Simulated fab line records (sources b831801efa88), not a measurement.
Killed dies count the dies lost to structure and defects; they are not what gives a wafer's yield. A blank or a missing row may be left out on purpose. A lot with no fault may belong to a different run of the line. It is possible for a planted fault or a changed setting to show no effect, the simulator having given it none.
Code-filled problem report in 8D (eight disciplines) form :: flow sky130 :: the parts of the form that need people (team, actions taken, sign-off) are left out

## 1. WHAT WENT WRONG
Mean CONTACT_W_RS at SKY_CONTACT_RS_MEAS_25: 0.232 ohm/sq over 4 wafers in 3 lots; fault-free wafers: 0.337 ohm/sq, standard deviation 0.0032. That is -33 standard deviations from the usual mean.
The step: measures by four-point-probe.
The first sign was on wafer L409.2 at day 34 14:10, on film-metro-04. At this step, 32 wafers from 11 lots have a number in the record. By rule, "out" or "out of limits" means more than 4 standard deviations away from the usual mean. The other wafers with a number count as sound.

## 2. WHAT IT IS; WHAT IT IS NOT
question: which readings at this step
is: CONTACT_W_RS
is not: -

question: which lots
is: L409, L411, L412
is not: L401, L402, L403, L404, L413, L416, L423, L424

question: which wafers of those lots
is: L409.2, L411.5, L412.2, L412.5
is not: L409.1, L409.4, L411.1, L412.4

question: read on which gauges
is: film-metro-04
is not: film-metro-01, film-metro-02

question: when
is: from day 34 14:10
is not: up to then (14 sound wafers); but 14 sound wafers of L411, L412, L413, L416, L423, L424 came after

## 3. THE SUSPECTS, EACH WITH WHAT RULES IT OUT
Counting: if a tool at a process step up to the reading ran every lot that is out, it stays a suspect. Sound lots after the first of them don't rule it out here, since some wafers of a struck lot are sound.
- the gauge at SKY_CONTACT_RS_MEAS_25 is ruled out. All the wafers that are out were read on film-metro-04, but those of them that SKY_CONTACT_CMP_27 has rows for are out there too, on other tools.
- cvd-w-01 at SKY_CONTACT_CVD_24 (deposits W, target thk 340 nm, time 102.12 s): kept. Ran every lot that is out, first one L409 (day 34 14:03); last sound lot up to then L401 (day 31 13:58).
Left after counting: cvd-w-01 at SKY_CONTACT_CVD_24.

## 4. THE CAUSE (what the simulator had put in)
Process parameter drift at SKY_CONTACT_CVD_24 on cvd-w-01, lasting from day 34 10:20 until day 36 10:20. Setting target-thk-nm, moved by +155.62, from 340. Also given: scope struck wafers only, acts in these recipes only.
After counting, this tool was the only one left.

## 5. SEQUENCE OF EFFECTS, ordered by route
One row per reading whose mean, taken over the struck wafers that have a number, lies over 3 standard deviations from the usual. Scope: only readings with a usual standard deviation given in the record; hours: median across lots of the time from each lot's start at the first step in this table that gives one to its start at this step; sigmas: change in usual standard deviations.
hours: 0
step: SKY_CONTACT_RS_MEAS_25
reading: CONTACT_W_RS
usual: 0.337 ohm/sq
on struck wafers: 0.232
change: -0.106
sigmas: -33

hours: 0
step: SKY_CONTACT_THK_MEAS_26
reading: CONTACT_W_THK
usual: 343 nm
on struck wafers: 496
change: +154
sigmas: +41

hours: 0
step: SKY_CONTACT_CMP_27
reading: time-to-endpoint-s
usual: 83 s
on struck wafers: 123
change: +40
sigmas: +12
Process steps it contains:
- SKY_CONTACT_CMP_27: polishes, stops on SiO2, t overpolish 15 s, target thk 0 nm.
Later measuring or inspecting steps at which every struck wafer that the step has a row for has a number for every such reading, and none has moved that far: SKY_METAL1_THK_MEAS_06.

## 6. WHAT WOULD HAVE CAUGHT IT SOONER
In this record the first reading out of limits at a measuring or inspecting step was taken at day 34 14:10, 4 hours after the fault began at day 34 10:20.
An alarm limit of 4 standard deviations would not have fired on the tool readings at SKY_CONTACT_CVD_24 for which the record gives a usual standard deviation, since none of them was out on any struck wafer.
Among the 3 lots that are out, L411, L412 began SKY_CONTACT_CVD_24 on cvd-w-01 after day 34 14:10. A hold on the tool at that time would have spared those 2.
